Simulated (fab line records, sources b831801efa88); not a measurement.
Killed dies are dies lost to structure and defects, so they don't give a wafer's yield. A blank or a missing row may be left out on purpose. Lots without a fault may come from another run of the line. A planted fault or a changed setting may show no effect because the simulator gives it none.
Problem report in the 8D (eight disciplines) form, filled by code | flow sfq_line | the parts of the form that need people (team, actions taken, sign-off) are left out

1. THE PROBLEM
run_length_s at SFQ_TRILAYER_R5_BARC_OPEN_METAL_ETCH_177 reads a mean of 74.45 s on 3 wafers of 2 lots; wafers without a fault read 70.37 s with a standard deviation of 0.29. That is +14 standard deviations from the usual mean.
The step: etches BARC in O2, target depth 125 nm, time 41.7 s.
First seen on wafer L873.3, day 63 11:30, on rie_metal-02. The record holds 42 wafers of 14 lots with a number at this step. Rule for "out", or "out of limits": more than 4 standard deviations from the usual mean. The other wafers with a number count as sound.

2. WHAT IT IS AND WHAT IT IS NOT
question                    | is                           | is not
which readings at this step | run_length_s, oes_product_au | bias_w, drypump_motor_current_A
which lots                  | L873, L874                   | L860, L861, L862, L863, L865, L868, L870, L875, L876, L878, L881, L882
which wafers of those lots  | L873.3, L873.4, L874.6       | L873.2, L874.2, L874.5
read on which tools         | rie_metal-02                 | rie_metal-03, rie_metal-04
when                        | from day 63 11:30            | up to then (22 sound wafers); but 17 sound wafers of L874, L875, L876, L878, L881, L882 came after

3. SUSPECTS, AND WHAT RULES EACH OUT
Counting: a tool at a process step up to the reading stays a suspect if it ran every lot that is out. Sound lots after the first of them don't rule it out here, since some wafers of a struck lot are sound.
- rie_metal-02 at SFQ_TRILAYER_R5_BARC_OPEN_METAL_ETCH_177 (etches BARC in O2, target depth 125 nm, time 41.7 s): kept. It ran every lot that is out, first L873 (day 63 11:30); its last sound lot up to then is L868 (day 62 13:46). Its own readings are out on those wafers: oes_product_au, run_length_s.
Left after counting: rie_metal-02 at SFQ_TRILAYER_R5_BARC_OPEN_METAL_ETCH_177.

4. THE CAUSE (what the simulator had put in)
Process parameter drift: rie_metal-02, from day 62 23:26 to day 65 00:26, at SFQ_TRILAYER_R5_BARC_OPEN_METAL_ETCH_177. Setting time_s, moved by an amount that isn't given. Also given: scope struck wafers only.
Counting left only this tool.

5. THE CHAIN OF EFFECTS, in route order
Each row: a reading whose mean over the struck wafers that have a number lies more than 3 standard deviations from the usual. Only readings for which the record gives a usual standard deviation are gone through. hours: the time from each lot's start at the first step in this table that gives one to its start at this step, as a median over the lots. sigmas: the change in usual standard deviations.
hours | step                                     | reading        | usual      | on struck wafers | change | sigmas
0     | SFQ_TRILAYER_R5_BARC_OPEN_METAL_ETCH_177 | oes_product_au | 0.685 a.u. | 0.660            | -0.025 | -5.1
0     | SFQ_TRILAYER_R5_BARC_OPEN_METAL_ETCH_177 | run_length_s   | 70.37 s    | 74.45            | +4.08  | +14
The process steps in it:
- SFQ_TRILAYER_R5_BARC_OPEN_METAL_ETCH_177: etches BARC in O2, target depth 125 nm, time 41.7 s.

6. WHAT WOULD HAVE CAUGHT IT SOONER
In this record the first reading out of limits was taken at day 63 11:30, 12 hours after the fault began at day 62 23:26.
